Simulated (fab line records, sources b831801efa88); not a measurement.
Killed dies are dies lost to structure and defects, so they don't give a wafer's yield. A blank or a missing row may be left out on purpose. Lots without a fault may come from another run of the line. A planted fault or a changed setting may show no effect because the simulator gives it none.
Chamber matching | flow sky130 | SKY_CONTACT_CVD_00 on pecvd-01: 3 sister chambers
The step deposits Si3N4, target thk 75 nm. 6 wafers are shown with their chamber, then 12 later ones without.

WAFERS WITH THEIR CHAMBER
wafer  | chamber | heater_power_w (W)
L089.2 | 1       | 639
L090.2 | 2       | 461
L090.5 | 0       | 609
L093.1 | 2       | 573
L093.2 | 1       | 617
L093.6 | 0       | 646

WAFERS WITHOUT THEIR CHAMBER
wafer  | heater_power_w (W)
L095.1 | 601
L095.2 | 473
L095.3 | 660
L095.4 | 454
L095.5 | 655
L095.6 | 605
L096.1 | 702
L096.2 | 483
L096.3 | 626
L096.4 | 680
L096.5 | 482
L096.6 | 649

WHICH CHAMBER EACH WENT THROUGH
wafer  | from the rows above          | in truth
L095.1 | can't be placed: 0 or 1 or 2 | 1
L095.2 | 2                            | 2
L095.3 | can't be placed: 1 or 0      | 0
L095.4 | 2                            | 2
L095.5 | can't be placed: 1 or 0      | 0
L095.6 | can't be placed: 0 or 1 or 2 | 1
L096.1 | can't be placed: 1 or 0      | 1
L096.2 | 2                            | 2
L096.3 | can't be placed: 0 or 1      | 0
L096.4 | can't be placed: 1 or 0      | 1
L096.5 | 2                            | 2
L096.6 | can't be placed: 1 or 0      | 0
Placed correctly: 4 of 12. Can't be placed from these rows: 8 (the true chamber is among the candidates in 8). Placed wrongly: 0.
How it was worked out, from the rows above alone: a wafer's distance from a chamber is the root of the sum, over the readings, of the square of ((its reading less the chamber's mean) divided by the reading's scatter). The wafer belongs to the nearest chamber; if the next one is less than 2 further off, it can't be placed. A chamber's mean is the mean of its shown wafers. The scatter: the root of (the sum of the squares of (reading less its chamber's mean) over the shown wafers, divided by (wafers less chambers)).
